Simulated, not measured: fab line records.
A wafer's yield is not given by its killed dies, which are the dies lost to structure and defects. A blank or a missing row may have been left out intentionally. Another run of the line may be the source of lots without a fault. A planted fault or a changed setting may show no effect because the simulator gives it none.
Problem report in the 8D (eight disciplines) form, filled by code -- flow gf180mcu -- the parts of the form that need people (team, actions taken, sign-off) are left out

## 1. PROBLEM STATEMENT
Mean V2_CVD_00_THK at GF_V2_THK_MEAS_01: 478 nm over 9 wafers in 3 lots; fault-free wafers: 600 nm, standard deviation 6.1. Relative to the usual mean, that is a shift of -20 standard deviations.
First observed at day 24 12:48: wafer L885.3, on film metro-04. The record has a number at this step for 36 wafers belonging to 12 lots. The rule behind "out" and "out of limits": a value lying over 4 standard deviations away from the usual mean. Any other wafer with a number is counted as sound.

## 2. WHAT IT IS; WHAT IT IS NOT
question,is,is not
which readings at this step,V2_CVD_00_THK,-
which lots,"L885, L886, L887","L870, L871, L874, L876, L877, L878, L884, L891, L893"
which wafers of those lots,all that have a number,-
read on which gauges,"film metro-02, film metro-04",film metro-01
when,from day 24 12:48,"up to then (21 sound wafers); but 6 sound wafers of L891, L893 came after"

## 3. WHAT RULES OUT EACH SUSPECT
Counting: a tool at any process step up to the reading remains a suspect when it ran all the lots that are out and ran no sound lot after the first of those.
- the gauge at GF_V2_THK_MEAS_01 is ruled out. 2 gauges (film metro-02, film metro-04) read the wafers that are out.
- hdpcvd-01 at GF_V2_CVD_00 (deposits SiO2, target thk 600 nm, time 100 s): kept. Every lot that is out went through it, starting with L885 (day 24 12:42), and after that it ran no sound lot; the last sound lot it ran before then is L877 (day 21 20:31). Its own sih4 flow sccm readings are out on those wafers.
Remaining after the count: hdpcvd-01 at GF_V2_CVD_00.

## 4. THE CAUSE (what the simulator had put in)
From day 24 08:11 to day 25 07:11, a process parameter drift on hdpcvd-01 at GF_V2_CVD_00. Setting sih4 flow sccm shifted by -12 from 60. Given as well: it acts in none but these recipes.
This tool alone remained once counting was done.

## 5. THE EFFECT CHAIN, in route order
Each row: a reading where the mean over the struck wafers with a number is more than 3 standard deviations away from the usual. Only readings whose record carries a usual standard deviation are examined. hours: median over the lots of the time between each lot's start at the first step of this table that gives one and its start at this step. sigmas: the change, counted in usual standard deviations.
hours,step,reading,usual,on struck wafers,change,sigmas
0,GF_V2_CVD_00,sih4 flow sccm,59.99 sccm,48.01,-11.98,-67
0,GF_V2_THK_MEAS_01,V2_CVD_00_THK,600 nm,478,-122,-20
Here are the process steps it includes:
- GF_V2_CVD_00: deposits SiO2, target thk 600 nm, time 100 s.

## 6. WHAT WOULD HAVE CAUGHT IT SOONER
The first out-of-limits reading at a measuring or inspecting step in this record came at day 24 12:48, 5 hours after the fault's start at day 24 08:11.
At GF_V2_CVD_00, the tool's own readings (sih4 flow sccm) were out on each struck wafer the step has a row for, so an alarm limit on them would have fired on the first such wafer.
Lots out: 3; of these, L886, L887 started GF_V2_CVD_00 on hdpcvd-01 after day 24 12:48. A hold on the tool at that time would have spared those 2.
